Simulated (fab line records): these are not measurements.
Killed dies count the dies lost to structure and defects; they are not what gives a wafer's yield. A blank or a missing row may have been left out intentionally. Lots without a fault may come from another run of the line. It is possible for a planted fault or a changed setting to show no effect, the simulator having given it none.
fab line records	flow sky130
[record] lots = 11	wafers = 33	last-day = 50
route steps=708 shown FIELD_ISO@26 POLY_GATE@204 RES_PROTECT@215 LDD_HVP@285
lots that met no fault: taken from a fault-free run of the same line
start-h: the number of hours between the record's first day and the start of the first shown wafer of the lot	wait-h: time in hours since the lot's previous step	" unchanged from the row above	L1.1+2: one row covering several wafers at once	- value missing, or start not given	* or withheld: withheld	< > ~ a bound
route shown NAME@n: a module of which the file shows steps, and the number in the route of the first	usual: mean/standard deviation taken from wafers without a fault	same: alike in all rows	chamber/n: place in a boat	sites: each site's reading	_std_site: standard deviation across them	_edge_site: outer sites' mean less inner sites'	radius-mm: for every site, how far away it sits from the centre of the wafer	mask NAME#n: copy n	behind: tool/chamber where the wafer was last shaped	hold: why the lot went on hold/how many hours it stayed there/how the hold came to an end	device: the n, p or np transistor that did not switch	end of line: the tests these same wafers got at the end of their route	step lacking rows: just its recipe	killed: the dies lost at the first sort to structure and to defects; this is not the yield of the wafer	map: a wafer's dies, x killed, . not, _ none there
set.NAME: the setting as run; set.NAME@STEP: as run at that earlier step	model.NAME: the simulator's own value behind a step, which no gauge read
one table for each step of the route and one row for each wafer, over a sample of lots
services: the hour from which a tool's chamber was out of use, counted from the record's first day as start-h (under 0 if before that day), plus the number of hours and why
[[steps]]
[step SKY_FIELD_ISO_THK_MEAS_25]
[recipe] reads = SiO2_of_FIELD_ISO_CVD_24
[usual] FIELD_ISO_CVD_24_THK = 596/5.4
lot.wafer	tool	chamber	start-h	wait-h	FIELD_ISO_CVD_24_THK[nm]
L515.2	film-metro-03	-	29.42	0.0	604
L515.4	"	-	"	"	596
L515.5	"	-	"	"	598
L516.2	film-metro-03	-	38.66	0.0	596
L516.3	"	-	"	"	595
L516.5	"	-	"	"	589
L517.3	film-metro-03	-	41.55	0.1	595
L517.4	"	-	"	"	602
L517.6	"	-	"	"	596
L520.3	film-metro-03	-	58.98	0.1	595
L520.4	"	-	"	"	590
L520.5	"	-	"	"	598
L521.2	film-metro-02	-	61.38	0.0	592
L521.4	"	-	"	"	593
L521.6	"	-	"	"	596
L522.2	film-metro-02	-	68.66	0.0	604
L522.3	"	-	"	"	596
L522.4	"	-	"	"	593
L527.2	film-metro-01	-	96.29	0.0	588
L527.3	"	-	"	"	598
L527.6	"	-	"	"	599
L528.1	film-metro-03	-	99.14	0.0	590
L528.3	"	-	"	"	596
L528.6	"	-	"	"	600
L529.3	film-metro-03	-	104.81	0.1	608
L529.5	"	-	"	"	598
L529.6	"	-	"	"	605
L537.1	film-metro-02	-	144.44	0.0	600
L537.4	"	-	"	"	606
L537.6	"	-	"	"	592
L538.2	film-metro-02	-	148.66	0.0	585
L538.5	"	-	"	"	585
L538.6	"	-	"	"	595
[step SKY_POLY_GATE_CVD_00]
[recipe] material = poly-Si	target-thk-nm = 180	temp-c = 620	time-s = 720	pressure-mtorr = 205.4
[usual] spike-tc-centre-C = 621.1/1.1	spike-tc-upper-C = 619.3/1.2	zone-power-centre-pct = 9.4/0.43	zone-power-lower-pct = 9.33/0.2	zone-power-top-pct = 21.3/1.1	zone-power-upper-pct = 8.5/0.46
lot.wafer	tool	chamber	start-h	wait-h	spike-tc-centre-C	spike-tc-upper-C	zone-power-centre-pct	zone-power-lower-pct	zone-power-top-pct	zone-power-upper-pct
L515.2	lpcvd-01	0	302.29	0.0	622.6	617.7	9.8	9.11	21.6	8.9
L515.4	"	0	"	"	620.9	618.6	9.7	9.30	22.3	8.8
L515.5	"	0	"	"	622.2	618.6	9.8	9.15	22.2	8.8
L516.2	lpcvd-01	0	318.16	0.0	622.5	619.1	9.6	9.33	22.1	9.0
L516.3	"	0	"	"	620.8	618.8	9.8	9.33	21.9	9.0
L516.5	"	0	"	"	620.4	618.3	9.6	9.18	22.0	8.8
L517.3	lpcvd-01	1	321.18	0.0	621.1	621.3	8.9	9.37	20.1	8.0
L517.4	"	1	"	"	620.8	619.3	8.9	9.56	20.0	7.9
L517.6	"	1	"	"	621.2	619.6	8.8	9.60	20.0	8.0
L520.3	lpcvd-01	0	350.82	0.0	620.8	619.2	9.7	9.12	22.3	8.8
L520.4	"	0	"	"	622.1	618.7	9.8	9.10	22.4	8.9
L520.5	"	0	"	"	622.1	618.9	9.7	9.30	21.8	8.9
L521.2	lpcvd-01	1	360.79	0.0	621.4	620.1	8.8	9.78	19.8	7.9
L521.4	"	1	"	"	621.9	621.3	8.9	9.63	19.8	8.0
L521.6	"	1	"	"	623.0	620.1	8.8	9.38	20.2	8.0
L522.2	lpcvd-01	0	367.76	0.0	620.0	618.6	9.8	9.11	22.4	8.9
L522.3	"	0	"	"	620.8	617.4	9.7	9.21	21.8	8.8
L522.4	"	0	"	"	620.9	619.8	9.6	9.34	22.1	9.0
L527.2	lpcvd-01	0	411.06	0.0	626.9	568.4	14.4	8.78	28.4	0.0
L527.3	"	0	"	"	628.4	567.0	14.3	8.54	28.3	0.0
L527.6	"	0	"	"	624.7	565.6	14.2	8.62	28.1	0.0
L528.1	lpcvd-01	1	423.97	0.0	627.7	568.6	13.0	8.93	25.6	0.0
L528.3	"	1	"	"	629.0	567.8	12.7	8.95	25.6	0.0
L528.6	"	1	"	"	627.8	569.3	12.9	8.92	25.8	0.0
L529.3	lpcvd-01	0	428.15	0.0	627.1	566.7	14.1	8.54	28.5	0.0
L529.5	"	0	"	"	627.1	567.7	14.0	8.41	28.0	0.0
L529.6	"	0	"	"	628.4	565.8	14.5	8.50	28.1	0.0
L537.1	lpcvd-01	1	490.04	0.0	621.2	619.8	8.9	9.53	19.8	7.9
L537.4	"	1	"	"	617.7	619.6	8.9	9.47	19.7	8.0
L537.6	"	1	"	"	621.2	620.6	8.9	9.51	20.1	8.1
L538.2	lpcvd-01	0	498.58	0.0	621.8	617.9	9.7	9.20	21.6	8.8
L538.5	"	0	"	"	621.6	618.2	9.5	9.13	22.2	8.8
L538.6	"	0	"	"	621.2	617.2	9.7	9.31	21.9	8.7
[step SKY_POLY_GATE_THK_MEAS_01]
[recipe] reads = poly-Si_of_POLY_GATE_CVD_00
[usual] POLY_GATE_CVD_00_THK = 183.1/1.6
lot.wafer	tool	chamber	start-h	wait-h	POLY_GATE_CVD_00_THK[nm]
L515.2	film-metro-04	-	303.50	0.0	187.0
L515.4	"	-	"	"	185.4
L515.5	"	-	"	"	186.8
L516.2	film-metro-04	-	319.37	0.0	183.8
L516.3	"	-	"	"	182.2
L516.5	"	-	"	"	181.5
L517.3	film-metro-01	-	322.40	0.0	180.3
L517.4	"	-	"	"	182.1
L517.6	"	-	"	"	180.9
L520.3	film-metro-04	-	352.04	0.0	182.3
L520.4	"	-	"	"	181.2
L520.5	"	-	"	"	181.5
L521.2	film-metro-02	-	362.00	0.0	182.1
L521.4	"	-	"	"	182.6
L521.6	"	-	"	"	182.7
L522.2	film-metro-04	-	368.97	0.0	184.3
L522.3	"	-	"	"	184.4
L522.4	"	-	"	"	184.4
L527.2	film-metro-01	-	412.87	0.0	181.7
L527.3	"	-	"	"	182.2
L527.6	"	-	"	"	177.8
L528.1	film-metro-02	-	425.17	0.0	118.7
L528.3	"	-	"	"	110.1
L528.6	"	-	"	"	117.6
L529.3	film-metro-04	-	429.37	0.0	109.7
L529.5	"	-	"	"	113.1
L529.6	"	-	"	"	117.5
L537.1	film-metro-02	-	491.24	0.0	182.2
L537.4	"	-	"	"	182.3
L537.6	"	-	"	"	182.3
L538.2	film-metro-01	-	500.39	0.0	186.3
L538.5	"	-	"	"	184.3
L538.6	"	-	"	"	184.3
[step SKY_RES_PROTECT_TW_MEAS_08]
[usual] POLY_GATE_TW = 4022/31
lot.wafer	tool	chamber	start-h	wait-h	POLY_GATE_TW
L515.2	film-metro-04	-	329.28	0.1	4003
L515.4	"	-	"	"	3986
L515.5	"	-	"	"	3978
L516.2	film-metro-02	-	346.10	0.1	4068
L516.3	"	-	"	"	4059
L516.5	"	-	"	"	4051
L517.3	film-metro-03	-	349.56	0.1	4055
L517.4	"	-	"	"	4046
L517.6	"	-	"	"	4049
L520.3	film-metro-04	-	380.34	0.1	3986
L520.4	"	-	"	"	3952
L520.5	"	-	"	"	3953
L521.2	film-metro-04	-	390.92	0.1	4006
L521.4	"	-	"	"	3996
L521.6	"	-	"	"	3993
L522.2	film-metro-04	-	398.50	0.1	3982
L522.3	"	-	"	"	4005
L522.4	"	-	"	"	3990
L527.2	film-metro-04	-	443.90	0.1	4022
L527.3	"	-	"	"	4007
L527.6	"	-	"	"	4023
L528.1	film-metro-03	-	455.79	0.1	4036
L528.3	"	-	"	"	4030
L528.6	"	-	"	"	4039
L529.3	film-metro-04	-	459.79	0.1	4001
L529.5	"	-	"	"	4034
L529.6	"	-	"	"	4024
L537.1	film-metro-03	-	521.85	0.1	4078
L537.4	"	-	"	"	4078
L537.6	"	-	"	"	4074
L538.2	film-metro-02	-	530.16	0.1	3985
L538.5	"	-	"	"	4003
L538.6	"	-	"	"	3992
[step SKY_POLY_GATE_ETCH_17]
[recipe] target-depth-nm = 180	stop-on = SiO2	over-etch-frac = 0.56667	chemistry = HBr/Cl2	target = poly-Si	icp-w = 400	bias-w = 100	pressure-mtorr = 10	HBr_flow_sccm = 150	Cl2_flow_sccm = 50	time-s = 70.5
[usual] drypump-motor-current-A = 5.7/0.55	mfc-cl2-sccm = 50.01/0.15	oes-product-au = 0.990/0.0065	throttle-valve-pct = 33.684/0.0084
lot.wafer	tool	chamber	start-h	wait-h	drypump-motor-current-A	mfc-cl2-sccm	oes-product-au	rf-hours-counter-h	throttle-valve-pct
L515.2	rie-si-01	1	358.59	0.0	5.7	49.86	0.998	87	33.696
L515.4	"	0	"	"	5.8	50.13	1.002	6	33.682
L515.5	"	0	"	"	5.7	49.92	0.995	-	33.682
L516.2	rie-si-01	2	377.19	0.0	5.6	50.03	0.988	2	33.682
L516.3	"	0	"	"	5.7	50.00	0.990	6	33.685
L516.5	"	1	"	"	5.7	50.01	0.989	-	33.691
L517.3	rie-si-01	3	382.01	0.0	6.0	50.08	0.996	3	33.684
L517.4	"	0	"	"	5.7	49.74	0.987	6	33.685
L517.6	"	2	"	"	5.6	50.12	0.984	-	33.664
L520.3	rie-si-02	2	412.36	0.0	4.8	49.98	0.984	34	33.685
L520.4	"	3	"	"	6.4	49.75	0.997	48	33.703
L520.5	"	0	"	"	6.7	49.95	0.986	-	33.685
L521.2	rie-si-01	0	423.19	0.0	5.7	49.97	0.991	6	33.697
L521.4	"	1	"	"	5.7	50.01	0.991	0	33.676
L521.6	"	2	"	"	5.6	50.01	0.992	-	33.689
L522.2	rie-si-02	0	431.34	0.0	6.7	49.85	0.989	2	33.687
L522.3	"	3	"	"	6.4	50.34	0.986	48	33.687
L522.4	"	1	"	"	4.9	49.88	0.992	6	33.683
L527.2	rie-si-02	1	477.11	0.0	4.9	49.98	0.984	6	33.671
L527.3	"	3	"	"	6.4	50.22	0.992	48	33.676
L527.6	"	3	"	"	6.4	50.17	0.976	-	33.687
L528.1	rie-si-01	1	488.49	0.0	5.7	50.23	0.756	1	33.688
L528.3	"	2	"	"	5.6	49.89	0.718	2	33.703
L528.6	"	2	"	"	5.6	50.02	0.744	-	33.685
L529.3	rie-si-02	1	495.66	0.0	4.9	50.29	0.715	6	33.694
L529.5	"	3	"	"	6.4	49.80	0.723	-	33.687
L529.6	"	2	"	"	4.8	49.84	0.751	-	33.689
L537.1	rie-si-02	3	553.24	0.0	6.4	49.94	1.004	0	33.683
L537.4	"	1	"	"	4.9	50.06	0.988	6	33.678
L537.6	"	2	"	"	4.8	50.06	0.979	-	33.690
L538.2	rie-si-01	3	561.89	0.0	6.0	50.29	0.998	4	33.705
L538.5	"	0	"	"	5.7	49.83	1.007	-	33.690
L538.6	"	2	"	"	5.6	49.98	0.999	-	33.675
[step SKY_LDD_HVP_OVL_MEAS_07]
[usual] LDD_HVP_OVL = -0.9/1.6
lot.wafer	tool	chamber	start-h	wait-h	LDD_HVP_OVL[nm]
L515.2	overlay-01	-	483.76	0.1	2.8
L515.4	"	-	"	"	-1.2
L515.5	"	-	"	"	0.0
L516.2	overlay-02	-	503.43	0.1	-3.2
L516.3	"	-	"	"	-4.8
L516.5	"	-	"	"	-6.3
L517.3	overlay-01	-	507.93	0.1	0.7
L517.4	"	-	"	"	2.3
L517.6	"	-	"	"	0.4
L520.3	overlay-01	-	536.98	0.1	-0.5
L520.4	"	-	"	"	-2.5
L520.5	"	-	"	"	-2.2
L521.2	overlay-01	-	549.61	0.1	-0.3
L521.4	"	-	"	"	-0.3
L521.6	"	-	"	"	-1.4
L522.2	overlay-02	-	557.71	0.1	0.4
L522.3	"	-	"	"	1.6
L522.4	"	-	"	"	0.2
L527.2	overlay-01	-	599.41	0.1	-1.5
L527.3	"	-	"	"	-0.1
L527.6	"	-	"	"	0.4
L528.1	overlay-01	-	610.20	0.1	-0.1
L528.3	"	-	"	"	1.8
L528.6	"	-	"	"	-0.9
L529.3	overlay-01	-	617.46	0.1	-0.2
L529.5	"	-	"	"	0.2
L529.6	"	-	"	"	0.1
L537.1	overlay-01	-	671.45	0.1	0.7
L537.4	"	-	"	"	0.0
L537.6	"	-	"	"	0.1
L538.2	overlay-02	-	678.61	0.1	-2.0
L538.5	"	-	"	"	-1.2
L538.6	"	-	"	"	-2.1
[[services]]
tool	chamber	start-h	hours	kind
rie-si-01	0	308.29	1.3	repair
rie-si-01	1	362.02	-	clean
rie-si-01	1	362.02	14.6	scheduled-down
rie-si-01	1	362.02	14.6	vent-cycle
rie-si-02	-	387.54	0.6	repair
rie-si-01	0	403.31	1.2	repair
rie-si-01	-	519.46	0.3	repair
rie-si-01	2	526.27	5.3	repair
rie-si-02	3	528.22	-	clean
rie-si-02	3	528.22	15.5	scheduled-down
rie-si-02	3	528.22	15.5	vent-cycle
rie-si-01	-	535.81	0.1	repair
rie-si-02	2	542.65	6.9	repair
rie-si-01	1	558.94	9.3	repair
[[key]]
[first-sign] step = SKY_POLY_GATE_CVD_00	reading = spike-tc-upper-C	direction = down	sigmas = 42	usual = 619.3	struck = 567.4
[effect] step = SKY_POLY_GATE_CVD_00	reading = zone-power-upper-pct	direction = down	sigmas = 18	usual = 8.5	struck = 0.0
[effect] step = SKY_POLY_GATE_THK_MEAS_01	reading = POLY_GATE_CVD_00_THK	direction = down	sigmas = 30	usual = 183.1	struck = 136.5	wafers-moved = 7
[effect] step = SKY_POLY_GATE_ETCH_17	reading = oes-product-au	direction = down	sigmas = 26	usual = 0.990	struck = 0.818	wafers-moved = 6
met-at SKY_POLY_GATE_CVD_00
struck-lots L527,L528,L529
tester-left-out L527,L528,L529
not-acting-at SKY_FIELD_ISO_THK_MEAS_25,SKY_RES_PROTECT_TW_MEAS_08,SKY_LDD_HVP_OVL_MEAS_07
onset-between 367.76 411.06
[fault] kind = process-parameter-drift	tool = lpcvd-01	chamber = -	onset-h = 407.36	steps = SKY_POLY_GATE_CVD_00	channel = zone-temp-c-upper	offset = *	shape = step	end-h = 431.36
// tester-left-out: of these lots the tester's yield and bins aren't shown, on N5 and GAA mostly nor the transistor test; their killed dies are dies lost to structure and defects alone, not to doping, threshold or leakage, so they don't give the yield
